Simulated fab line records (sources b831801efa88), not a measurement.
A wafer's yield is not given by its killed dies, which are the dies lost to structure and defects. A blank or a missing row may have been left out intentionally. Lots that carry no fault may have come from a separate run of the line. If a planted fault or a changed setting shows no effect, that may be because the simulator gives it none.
A sampling plan put to the test    flow sky130    17 faults told of in these records, all on one fab line, each judged by the records of the lots it struck
Plan = the line's own looks (route steps where a gauge or an inspection reads the wafer without altering it). A look is open to judgement when struck wafers have a number at it and the file gives its usual mean and standard deviation on fault-free wafers. Caught: at a look after the fault's first step, the mean of the struck wafers lies 4 or more of those standard deviations (sigma) from the usual mean. On the tool: here the same test is run on the tool's own readings at the fault's steps. Caught also covers a different recipe on the struck wafers, or a record left blank for those wafers only.

THE FAULTS, as the simulator had put them in
1. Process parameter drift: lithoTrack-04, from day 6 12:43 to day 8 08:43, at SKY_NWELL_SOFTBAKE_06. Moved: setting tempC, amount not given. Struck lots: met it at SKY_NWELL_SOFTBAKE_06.
2. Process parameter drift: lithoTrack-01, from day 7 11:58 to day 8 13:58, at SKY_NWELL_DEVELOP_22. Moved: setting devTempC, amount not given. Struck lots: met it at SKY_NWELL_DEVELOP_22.
3. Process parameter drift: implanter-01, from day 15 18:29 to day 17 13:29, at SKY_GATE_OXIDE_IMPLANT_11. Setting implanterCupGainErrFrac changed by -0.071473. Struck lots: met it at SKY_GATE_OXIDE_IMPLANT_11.
4. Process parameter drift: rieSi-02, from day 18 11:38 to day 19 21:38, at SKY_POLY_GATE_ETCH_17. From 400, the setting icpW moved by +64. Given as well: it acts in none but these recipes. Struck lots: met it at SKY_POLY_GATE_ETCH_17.
5. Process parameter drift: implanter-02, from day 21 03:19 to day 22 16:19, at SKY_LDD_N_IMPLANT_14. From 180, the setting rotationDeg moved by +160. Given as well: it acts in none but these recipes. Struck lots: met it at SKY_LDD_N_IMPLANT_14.
6. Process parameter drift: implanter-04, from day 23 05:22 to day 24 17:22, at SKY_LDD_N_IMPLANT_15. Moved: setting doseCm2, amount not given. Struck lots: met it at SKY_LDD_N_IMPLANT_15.
7. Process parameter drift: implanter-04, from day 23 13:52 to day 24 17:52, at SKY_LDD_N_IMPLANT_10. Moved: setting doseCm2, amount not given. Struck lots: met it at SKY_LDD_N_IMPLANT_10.
8. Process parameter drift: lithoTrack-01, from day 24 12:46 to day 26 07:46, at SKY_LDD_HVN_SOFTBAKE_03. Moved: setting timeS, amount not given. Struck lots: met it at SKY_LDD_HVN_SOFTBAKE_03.
9. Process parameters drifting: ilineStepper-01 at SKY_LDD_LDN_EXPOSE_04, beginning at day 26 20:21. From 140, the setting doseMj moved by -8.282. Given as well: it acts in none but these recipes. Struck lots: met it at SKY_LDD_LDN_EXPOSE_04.
10. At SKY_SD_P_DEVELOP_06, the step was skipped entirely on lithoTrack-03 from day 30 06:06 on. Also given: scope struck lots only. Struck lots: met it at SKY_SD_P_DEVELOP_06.
11. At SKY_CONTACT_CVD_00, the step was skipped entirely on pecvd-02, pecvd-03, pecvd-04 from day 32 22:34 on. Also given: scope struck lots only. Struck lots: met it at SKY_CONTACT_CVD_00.
12. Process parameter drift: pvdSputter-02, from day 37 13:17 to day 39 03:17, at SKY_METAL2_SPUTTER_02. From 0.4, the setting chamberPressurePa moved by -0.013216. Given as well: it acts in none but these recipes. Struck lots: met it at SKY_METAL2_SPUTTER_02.
13. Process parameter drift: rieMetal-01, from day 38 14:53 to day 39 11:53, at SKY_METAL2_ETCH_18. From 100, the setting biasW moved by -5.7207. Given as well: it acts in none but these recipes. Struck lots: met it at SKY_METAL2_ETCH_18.
14. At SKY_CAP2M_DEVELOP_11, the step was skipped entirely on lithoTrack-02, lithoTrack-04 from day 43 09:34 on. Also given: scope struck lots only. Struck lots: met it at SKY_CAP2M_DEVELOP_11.
15. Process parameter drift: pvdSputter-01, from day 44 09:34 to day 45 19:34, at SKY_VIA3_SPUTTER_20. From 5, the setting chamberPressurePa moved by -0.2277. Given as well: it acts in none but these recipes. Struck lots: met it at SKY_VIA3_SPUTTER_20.
16. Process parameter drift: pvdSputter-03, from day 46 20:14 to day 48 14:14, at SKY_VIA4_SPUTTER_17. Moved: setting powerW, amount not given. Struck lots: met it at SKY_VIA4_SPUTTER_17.
17. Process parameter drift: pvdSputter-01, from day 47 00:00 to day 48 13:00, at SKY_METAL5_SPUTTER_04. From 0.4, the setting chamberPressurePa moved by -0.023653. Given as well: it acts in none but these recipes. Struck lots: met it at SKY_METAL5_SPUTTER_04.

WHAT THE PLAN SAW
fault  on the tool itself                                first look that catches it                       reading, sigma  median hours from its first step to that look  hours from the fault's start to the first struck lot there  judged looks passed uncaught
1      plateTempC +7.8 sigma                             none of the 2 looks that can be judged after it  -               -                                              -                                                           2
2      developerTempC +21 sigma                          none of the 2 looks that can be judged after it  -               -                                              -                                                           2
3      beamOnS +4.2 sigma                                not the one look that can be judged after it     -               -                                              -                                                           1
4      rfFwdPowerW +48 sigma                             no look after it can be judged                   -               -                                              -                                                           0
5      rotationDeg +99 or beyond sigma                   not the one look that can be judged after it     -               -                                              -                                                           1
6      doseIonsCm2 -99 or beyond sigma                   not the one look that can be judged after it     -               -                                              -                                                           1
7      doseIonsCm2 -99 or beyond sigma                   not the one look that can be judged after it     -               -                                              -                                                           1
8      heaterPowerTotalW +22 sigma                       no look after it can be judged                   -               -                                              -                                                           0
9      exposureDoseMJCm2 -63 sigma                       none of the 2 looks that can be judged after it  -               -                                              -                                                           2
10     the tool's record is blank for the struck wafers  none of the 2 looks that can be judged after it  -               -                                              -                                                           2
11     the tool's record is blank for the struck wafers  no look after it can be judged                   -               -                                              -                                                           0
12     chamberPressurePa -15 sigma                       no look after it can be judged                   -               -                                              -                                                           0
13     biasW -20 sigma                                   no look after it can be judged                   -               -                                              -                                                           0
14     the tool's record is blank for the struck wafers  no look after it can be judged                   -               -                                              -                                                           0
15     chamberPressurePa -20 sigma                       no look after it can be judged                   -               -                                              -                                                           0
16     cathodeDcPowerW -99 or beyond sigma               no look after it can be judged                   -               -                                              -                                                           0
17     chamberPressurePa -28 sigma                       no look after it can be judged                   -               -                                              -                                                           0
Dash: fault not caught, or number not given in these records.

Caught at a look: 0 of 17. Caught on the tool: 17 of 17. By one or the other: 17 of 17.
Faults 1, 2, 3, 4, 5, 6, 7, 8, 9, 10, 11, 12, 13, 14, 15, 16, 17 were caught on the tool alone.
